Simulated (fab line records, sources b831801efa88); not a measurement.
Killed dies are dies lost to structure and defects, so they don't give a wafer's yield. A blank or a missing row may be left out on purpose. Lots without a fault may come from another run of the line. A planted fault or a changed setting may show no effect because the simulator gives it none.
Problem report in the 8D (eight disciplines) form, filled by code | flow gf180mcu | the parts of the form that need people (team, actions taken, sign-off) are left out

1. THE PROBLEM
PSD_TW at GF_PSD_TW_MEAS_11 reads a mean of 2980 on 6 wafers of 2 lots; wafers without a fault read 3189 with a standard deviation of 16. That is -13 standard deviations from the usual mean.
First seen on wafer L301.1, day 17 03:05, on film_metro-02. The record holds 30 wafers of 10 lots with a number at this step. Rule for "out", or "out of limits": more than 4 standard deviations from the usual mean. The other wafers with a number count as sound.

2. WHAT IT IS AND WHAT IT IS NOT
question                    | is                     | is not
which readings at this step | PSD_TW                 | -
which lots                  | L301, L303             | L295, L297, L308, L311, L312, L313, L315, L316
which wafers of those lots  | all that have a number | -
read on which gauges        | film_metro-02          | film_metro-03, film_metro-04
when                        | from day 17 03:05      | up to then (6 sound wafers); but 18 sound wafers of L308, L311, L312, L313, L315, L316 came after

3. SUSPECTS, AND WHAT RULES EACH OUT
Counting: a tool at a process step up to the reading stays a suspect if it ran every lot that is out and no sound lot after the first of them.
- the gauge at GF_PSD_TW_MEAS_11: ruled out. All the wafers that are out were read on film_metro-02, but those of them that GF_PSD_IMPLANT_09 has rows for are out there too, on other tools.
- implanter-03 at GF_PSD_IMPLANT_09: ruled out as a lasting fault. Sound lots L311, L313, L315, L316 ran on it after its first lot that is out, L301 (day 17 02:50).
- plasma_asher-04 at GF_PSD_STRIP_10 (strips in O2/N2): ruled out as a lasting fault. Sound lots L316 ran on it after its first lot that is out, L301 (day 17 02:59).
Left after counting: nothing in the record.

4. THE CAUSE (what the simulator had put in)
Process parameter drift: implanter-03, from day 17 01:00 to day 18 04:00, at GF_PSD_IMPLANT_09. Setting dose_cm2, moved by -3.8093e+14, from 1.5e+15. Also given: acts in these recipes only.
Counting ruled it out, wrongly: the rule takes a fault to strike every lot that its tool runs from its start on, and this one did not.

5. THE CHAIN OF EFFECTS, in route order
Each row: a reading whose mean over the struck wafers that have a number lies more than 3 standard deviations from the usual. Only readings for which the record gives a usual standard deviation are gone through. hours: the time from each lot's start at the first step in this table that gives one to its start at this step, as a median over the lots. sigmas: the change in usual standard deviations.
hours | step              | reading                  | usual        | on struck wafers | change      | sigmas
0     | GF_PSD_IMPLANT_09 | dose_ions_cm2            | 1.5002e+15   | 1.1200e+15       | -3.8020e+14 | -99 or more
0     | GF_PSD_IMPLANT_09 | faraday_current_uA       | 8238         | 6212             | -2026       | -11
0     | GF_PSD_STRIP_10   | oes_product_au           | 0.592 a.u.   | 0.610            | +0.018      | +4.0
0     | GF_PSD_STRIP_10   | strip_time_to_endpoint_s | 16.54 s      | 15.63            | -0.90       | -26
0     | GF_PSD_TW_MEAS_11 | PSD_TW                   | 3189         | 2980             | -209        | -13
1     | GF_PSD_RS_MEAS_15 | PSD_RS                   | 108.6 ohm/sq | 125.4            | +16.8       | +54
The process steps in it:
- GF_PSD_IMPLANT_09
- GF_PSD_STRIP_10: strips in O2/N2.

6. WHAT WOULD HAVE CAUGHT IT SOONER
In this record the first reading out of limits at a measuring or inspecting step was taken at day 17 03:05, 2 hours after the fault began at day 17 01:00.
The tool's own readings at GF_PSD_IMPLANT_09 were out on every struck wafer that the step has a row for (dose_ions_cm2, faraday_current_uA): an alarm limit on them would have fired on the first of those.
